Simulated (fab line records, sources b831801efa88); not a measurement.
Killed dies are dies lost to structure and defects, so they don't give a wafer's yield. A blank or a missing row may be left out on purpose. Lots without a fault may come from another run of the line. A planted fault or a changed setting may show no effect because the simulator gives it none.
Which tool did it? | flow gf180mcu | 24 lots, 72 wafers sampled, at 6 steps of a route of 602

WHAT THE GAUGES READ, wafer by wafer
GF_PASSIVATION_THK_MEAS_01.
lot  | measured     | on            | PASSIVATION_CVD_00_THK (nm)
L074 | day 27 23:43 | film_metro-03 | 991 1027 1030
L075 | day 28 06:09 | film_metro-02 | 987 1003 1013
L076 | day 28 06:59 | film_metro-02 | 985 997 1005
L077 | day 28 20:59 | film_metro-01 | 1028 1006 1004
L078 | day 29 11:31 | film_metro-01 | 991 997 1002
L079 | day 29 21:45 | film_metro-02 | 984 983 967
L080 | day 29 23:25 | film_metro-02 | 983 994 1004
L083 | day 31 00:37 | film_metro-02 | 1009 991 1001
L081 | day 31 00:57 | film_metro-02 | 995 1013 986
L082 | day 31 01:53 | film_metro-01 | 989 1014 1004
L084 | day 31 14:17 | film_metro-03 | 1009 1032 1017
L085 | day 31 17:38 | film_metro-03 | 994 982 1013
L086 | day 31 19:33 | film_metro-02 | 1001 1005 1012
L088 | day 32 01:17 | film_metro-01 | 968 995 1017
L087 | day 32 01:59 | film_metro-01 | 1010 1010 1018
L091 | day 32 15:17 | film_metro-01 | 995 1009 984
L089 | day 32 17:38 | film_metro-03 | 981 992 1013
L090 | day 32 18:01 | film_metro-03 | 1006 1017 1020
L092 | day 32 22:49 | film_metro-03 | 1028 1009 993
L093 | day 33 01:59 | film_metro-02 | 991 989 1003
L094 | day 33 05:08 | film_metro-01 | 984 992 988
L095 | day 33 13:16 | film_metro-03 | 1026 1011 1004
L096 | day 33 16:50 | film_metro-03 | 994 979 998
L097 | day 33 22:46 | film_metro-01 | 995 987 1012

WHICH TOOL RAN EACH LOT (tool, then ch and the chambers of the sampled wafers, then the start)
lot  | GF_V3_ETCH_16                      | GF_M4_SPUTTER_04             | GF_V4_STRIP_18                       | GF_V4_SPUTTER_21             | GF_MIM_SPUTTER_01
L074 | rie_diel-02 ch 0,3, day 22 07:04   | pvd_sputter-04, day 22 08:43 | plasma_asher-03 ch 0,1, day 24 07:28 | pvd_sputter-03, day 24 08:00 | pvd_sputter-02, day 24 08:47
L075 | rie_diel-04 ch 0,2,3, day 22 16:24 | pvd_sputter-02, day 22 17:56 | plasma_asher-01 ch 0,1, day 24 15:44 | pvd_sputter-04, day 24 16:16 | pvd_sputter-02, day 24 17:03
L076 | rie_diel-04 ch 1,3, day 22 18:16   | pvd_sputter-02, day 22 19:59 | plasma_asher-03 ch 0,1, day 24 18:28 | pvd_sputter-03, day 24 19:00 | pvd_sputter-04, day 24 19:47
L077 | rie_diel-04 ch 1,2,3, day 23 09:37 | pvd_sputter-02, day 23 11:09 | plasma_asher-02 ch 0,1, day 25 08:34 | pvd_sputter-01, day 25 09:04 | pvd_sputter-02, day 25 09:52
L078 | rie_diel-04 ch 0,2, day 24 02:25   | pvd_sputter-04, day 24 03:59 | plasma_asher-02 ch 0,1, day 26 00:04 | pvd_sputter-01, day 26 00:37 | pvd_sputter-02, day 26 01:25
L079 | rie_diel-04 ch 0,1,3, day 24 14:34 | pvd_sputter-02, day 24 16:08 | plasma_asher-01 ch 0,1, day 26 10:41 | pvd_sputter-01, day 26 11:14 | pvd_sputter-02, day 26 12:02
L080 | rie_diel-03 ch 1,2, day 24 15:31   | pvd_sputter-03, day 24 17:03 | plasma_asher-02 ch 0,1, day 26 10:50 | pvd_sputter-03, day 26 11:22 | pvd_sputter-04, day 26 12:16
L083 | rie_diel-03 ch 0,2,3, day 25 20:36 | pvd_sputter-02, day 25 22:08 | plasma_asher-03 ch 0,1, day 27 15:26 | pvd_sputter-03, day 27 16:07 | pvd_sputter-01, day 27 16:55
L081 | rie_diel-02 ch 0,1,3, day 25 21:33 | pvd_sputter-04, day 25 23:07 | plasma_asher-03 ch 0,1, day 27 16:16 | pvd_sputter-03, day 27 16:53 | pvd_sputter-02, day 27 17:40
L082 | rie_diel-03 ch 0,3, day 25 21:54   | pvd_sputter-03, day 25 23:26 | plasma_asher-01 ch 0,1, day 27 16:37 | pvd_sputter-03, day 27 17:30 | pvd_sputter-02, day 27 18:17
L084 | rie_diel-04 ch 0,2,3, day 26 13:27 | pvd_sputter-02, day 26 15:02 | plasma_asher-02 ch 0,1, day 28 06:37 | pvd_sputter-01, day 28 07:11 | pvd_sputter-02, day 28 07:59
L085 | rie_diel-03 ch 0,1, day 26 16:37   | pvd_sputter-04, day 26 18:09 | plasma_asher-03 ch 0,1, day 28 11:13 | pvd_sputter-03, day 28 11:47 | pvd_sputter-02, day 28 12:35
L086 | rie_diel-02 ch 1,2, day 26 16:58   | pvd_sputter-03, day 26 18:37 | plasma_asher-03 ch 0,1, day 28 11:43 | pvd_sputter-04, day 28 12:14 | pvd_sputter-02, day 28 13:02
L088 | rie_diel-02 ch 1,2,3, day 26 23:34 | pvd_sputter-04, day 27 01:07 | plasma_asher-01 ch 0,1, day 28 18:08 | pvd_sputter-01, day 28 18:42 | pvd_sputter-01, day 28 19:29
L087 | rie_diel-04 ch 2,3, day 26 23:55   | pvd_sputter-03, day 27 01:27 | plasma_asher-02 ch 0,1, day 28 18:29 | pvd_sputter-04, day 28 19:03 | pvd_sputter-02, day 28 19:50
L091 | rie_diel-04 ch 0,1,3, day 27 14:52 | pvd_sputter-04, day 27 16:32 | plasma_asher-02 ch 0,1, day 29 09:28 | pvd_sputter-01, day 29 09:59 | pvd_sputter-04, day 29 10:47
L089 | rie_diel-02 ch 0,3, day 27 18:59   | pvd_sputter-04, day 27 20:32 | plasma_asher-02 ch 0,1, day 29 12:32 | pvd_sputter-04, day 29 13:05 | pvd_sputter-01, day 29 13:53
L090 | rie_diel-04 ch 0,1,3, day 27 19:39 | pvd_sputter-02, day 27 21:16 | plasma_asher-03 ch 0,1, day 29 13:31 | pvd_sputter-03, day 29 14:01 | pvd_sputter-04, day 29 14:48
L092 | rie_diel-03 ch 1,2, day 28 01:39   | pvd_sputter-02, day 28 03:13 | plasma_asher-03 ch 0,1, day 29 18:40 | pvd_sputter-04, day 29 19:12 | pvd_sputter-01, day 29 19:59
L093 | rie_diel-02 ch 1,3, day 28 07:55   | pvd_sputter-02, day 28 09:29 | plasma_asher-03 ch 0,1, day 30 00:16 | pvd_sputter-03, day 30 00:49 | pvd_sputter-01, day 30 01:36
L094 | rie_diel-03 ch 1,2, day 28 09:37   | pvd_sputter-02, day 28 11:11 | plasma_asher-03 ch 0,1, day 30 02:59 | pvd_sputter-01, day 30 03:32 | pvd_sputter-04, day 30 04:20
L095 | rie_diel-03 ch 0,3, day 28 18:02   | pvd_sputter-02, day 28 19:34 | plasma_asher-02 ch 0,1, day 30 10:27 | pvd_sputter-01, day 30 11:20 | pvd_sputter-04, day 30 12:08
L096 | rie_diel-02 ch 1,2,3, day 28 23:33 | pvd_sputter-04, day 29 01:05 | plasma_asher-02 ch 0,1, day 30 15:20 | pvd_sputter-01, day 30 16:13 | pvd_sputter-04, day 30 17:00
L097 | rie_diel-04 ch 1,3, day 29 07:48   | pvd_sputter-04, day 29 09:40 | plasma_asher-03 ch 0,1, day 30 22:47 | pvd_sputter-01, day 30 23:19 | pvd_sputter-01, day 31 00:06
- GF_V3_ETCH_16: etches BARC in N2/H2.
- GF_M4_SPUTTER_04: material TiN, target thk 50 nm, time 41.7 s.
- GF_V4_STRIP_18: strips in O2/N2.
- GF_V4_SPUTTER_21: material Ti, target thk 15 nm, time 80.02 s.
- GF_MIM_SPUTTER_01: material TiN, target thk 30 nm, time 25 s.

WHAT THE TOOLS THEMSELVES READ (means of the sampled wafers that have a number; where no wafer has one, the mark that the record gives instead)
GF_V3_ETCH_16.
lot  | tool        | drypump_motor_current_A (A) | n2_flow_sccm (sccm) | oes_product_au (a.u.) | throttle_valve_pct (%)
L074 | rie_diel-02 | 6.3                         | 99.94               | 0.851                 | 13.226
L075 | rie_diel-04 | 5.5                         | 99.96               | 0.852                 | 13.231
L076 | rie_diel-04 | 6.0                         | 99.80               | 0.855                 | 13.219
L077 | rie_diel-04 | 5.8                         | 99.97               | 0.856                 | 13.230
L078 | rie_diel-04 | 5.5                         | 100.15              | 0.848                 | 13.227
L079 | rie_diel-04 | 5.7                         | 100.02              | 0.857                 | 13.214
L080 | rie_diel-03 | 5.5                         | 99.87               | 0.850                 | 13.215
L083 | rie_diel-03 | 5.7                         | 100.05              | 0.855                 | 13.222
L081 | rie_diel-02 | 6.0                         | 99.73               | 0.850                 | 13.235
L082 | rie_diel-03 | 5.6                         | 99.77               | 0.858                 | 13.221
L084 | rie_diel-04 | 5.5                         | 100.05              | 0.854                 | 13.231
L085 | rie_diel-03 | 5.4                         | 100.13              | 0.859                 | 13.226
L086 | rie_diel-02 | 5.5                         | 100.04              | 0.855                 | 13.229
L088 | rie_diel-02 | 5.8                         | 100.01              | 0.855                 | 13.221
L087 | rie_diel-04 | 5.6                         | 100.55              | 0.856                 | 13.222
L091 | rie_diel-04 | 5.7                         | 99.59               | 0.857                 | 13.231
L089 | rie_diel-02 | 6.2                         | 100.52              | 0.861                 | 13.221
L090 | rie_diel-04 | 5.8                         | 99.74               | 0.858                 | 13.221
L092 | rie_diel-03 | 5.8                         | 99.73               | 0.857                 | 13.224
L093 | rie_diel-02 | 5.9                         | 100.00              | 0.852                 | 13.234
L094 | rie_diel-03 | 5.8                         | 99.85               | 0.856                 | 13.221
L095 | rie_diel-03 | 5.5                         | 100.12              | 0.856                 | 13.235
L096 | rie_diel-02 | 5.8                         | 99.90               | 0.852                 | 13.229
L097 | rie_diel-04 | 6.0                         | 100.14              | 0.851                 | 13.233

GF_M4_SPUTTER_04.
lot  | tool           | throttle_valve_pct (%)
L074 | pvd_sputter-04 | 29.5
L075 | pvd_sputter-02 | 29.5
L076 | pvd_sputter-02 | 28.9
L077 | pvd_sputter-02 | 27.9
L078 | pvd_sputter-04 | 29.3
L079 | pvd_sputter-02 | 29.4
L080 | pvd_sputter-03 | 30.2
L083 | pvd_sputter-02 | 29.7
L081 | pvd_sputter-04 | 29.4
L082 | pvd_sputter-03 | 30.6
L084 | pvd_sputter-02 | 30.0
L085 | pvd_sputter-04 | 29.3
L086 | pvd_sputter-03 | 30.0
L088 | pvd_sputter-04 | 29.5
L087 | pvd_sputter-03 | 30.3
L091 | pvd_sputter-04 | 29.6
L089 | pvd_sputter-04 | 29.3
L090 | pvd_sputter-02 | 29.5
L092 | pvd_sputter-02 | 29.1
L093 | pvd_sputter-02 | 29.4
L094 | pvd_sputter-02 | 29.7
L095 | pvd_sputter-02 | 29.9
L096 | pvd_sputter-04 | 29.6
L097 | pvd_sputter-04 | 29.6

GF_V4_STRIP_18.
lot  | tool            | drypump_motor_current_A (A) | heater_power_w (W) | n2_flow_sccm (sccm) | oes_product_au (a.u.)
L074 | plasma_asher-03 | 5.99                        | 336                | 300.7               | 0.596
L075 | plasma_asher-01 | 5.72                        | 343                | 300.5               | 0.586
L076 | plasma_asher-03 | 6.02                        | 336                | 300.3               | 0.595
L077 | plasma_asher-02 | 5.93                        | 352                | 299.6               | 0.585
L078 | plasma_asher-02 | 5.89                        | 321                | 300.0               | 0.590
L079 | plasma_asher-01 | 5.75                        | 353                | 300.0               | 0.590
L080 | plasma_asher-02 | 5.92                        | 322                | 299.3               | 0.599
L083 | plasma_asher-03 | 5.94                        | 347                | 300.2               | 0.595
L081 | plasma_asher-03 | 6.02                        | 340                | 300.5               | 0.590
L082 | plasma_asher-01 | 5.76                        | 352                | 300.0               | 0.588
L084 | plasma_asher-02 | 5.94                        | 321                | 301.3               | 0.587
L085 | plasma_asher-03 | 5.93                        | 350                | 299.9               | 0.592
L086 | plasma_asher-03 | 5.92                        | 345                | 299.1               | 0.593
L088 | plasma_asher-01 | 5.73                        | 342                | 300.3               | 0.587
L087 | plasma_asher-02 | 5.93                        | 355                | 301.5               | 0.591
L091 | plasma_asher-02 | 5.91                        | 321                | 299.5               | 0.591
L089 | plasma_asher-02 | 5.95                        | 354                | 299.4               | 0.592
L090 | plasma_asher-03 | 6.03                        | 340                | 300.1               | 0.596
L092 | plasma_asher-03 | 6.02                        | 334                | 300.6               | 0.592
L093 | plasma_asher-03 | 5.93                        | 351                | 300.3               | 0.596
L094 | plasma_asher-03 | 5.95                        | 347                | 299.4               | 0.589
L095 | plasma_asher-02 | 5.92                        | 355                | 299.2               | 0.596
L096 | plasma_asher-02 | 5.92                        | 312                | 300.3               | 0.594
L097 | plasma_asher-03 | 6.02                        | 335                | 299.8               | 0.599

GF_V4_SPUTTER_21.
lot  | tool           | throttle_valve_pct (%)
L074 | pvd_sputter-03 | 29.8
L075 | pvd_sputter-04 | 29.6
L076 | pvd_sputter-03 | 30.3
L077 | pvd_sputter-01 | 31.4
L078 | pvd_sputter-01 | 31.1
L079 | pvd_sputter-01 | 30.7
L080 | pvd_sputter-03 | 30.9
L083 | pvd_sputter-03 | 30.5
L081 | pvd_sputter-03 | 30.1
L082 | pvd_sputter-03 | 30.3
L084 | pvd_sputter-01 | 30.8
L085 | pvd_sputter-03 | 30.7
L086 | pvd_sputter-04 | 29.3
L088 | pvd_sputter-01 | 30.7
L087 | pvd_sputter-04 | 29.4
L091 | pvd_sputter-01 | 31.5
L089 | pvd_sputter-04 | 29.1
L090 | pvd_sputter-03 | 30.4
L092 | pvd_sputter-04 | 29.7
L093 | pvd_sputter-03 | 30.2
L094 | pvd_sputter-01 | 30.2
L095 | pvd_sputter-01 | 31.5
L096 | pvd_sputter-01 | 30.8
L097 | pvd_sputter-01 | 30.6

GF_MIM_SPUTTER_01.
lot  | tool           | throttle_valve_pct (%)
L074 | pvd_sputter-02 | 29.3
L075 | pvd_sputter-02 | 29.6
L076 | pvd_sputter-04 | 29.6
L077 | pvd_sputter-02 | 29.2
L078 | pvd_sputter-02 | 29.6
L079 | pvd_sputter-02 | 28.9
L080 | pvd_sputter-04 | 29.3
L083 | pvd_sputter-01 | 30.7
L081 | pvd_sputter-02 | 29.6
L082 | pvd_sputter-02 | 29.5
L084 | pvd_sputter-02 | 28.1
L085 | pvd_sputter-02 | 28.2
L086 | pvd_sputter-02 | 28.8
L088 | pvd_sputter-01 | 30.2
L087 | pvd_sputter-02 | 27.8
L091 | pvd_sputter-04 | 29.5
L089 | pvd_sputter-01 | 31.1
L090 | pvd_sputter-04 | 29.3
L092 | pvd_sputter-01 | 31.3
L093 | pvd_sputter-01 | 30.4
L094 | pvd_sputter-04 | 29.3
L095 | pvd_sputter-04 | 29.3
L096 | pvd_sputter-04 | 29.2
L097 | pvd_sputter-01 | 30.8

THE ANSWER, worked out from the rows above alone
Rule: what is usual is taken from the lots themselves. Put in order of their means at a reading, lots are off if they are a third of the lots or fewer, leave a main group of 4 or more, and stand apart from it by a gap of 3 or more times the standard deviation of the main group's means; of several such gaps the widest counts. A main group whose means are all the same, to the digits that the tables above print for the reading, isn't used. A lot without any number at a reading at which 4 lots or more have one is off too. The other lots that the step has rows for count as sound. The gauges are gone through in route order, then the tools' own readings, and for those a lot's mean is taken as printed above. The first step at which some lot is off is used, and at that step the reading that is off furthest; a lot without a number counts as furthest.
No lot is off at any reading shown: from this, nothing can be told.

WHAT THE SIMULATOR HAD PUT IN
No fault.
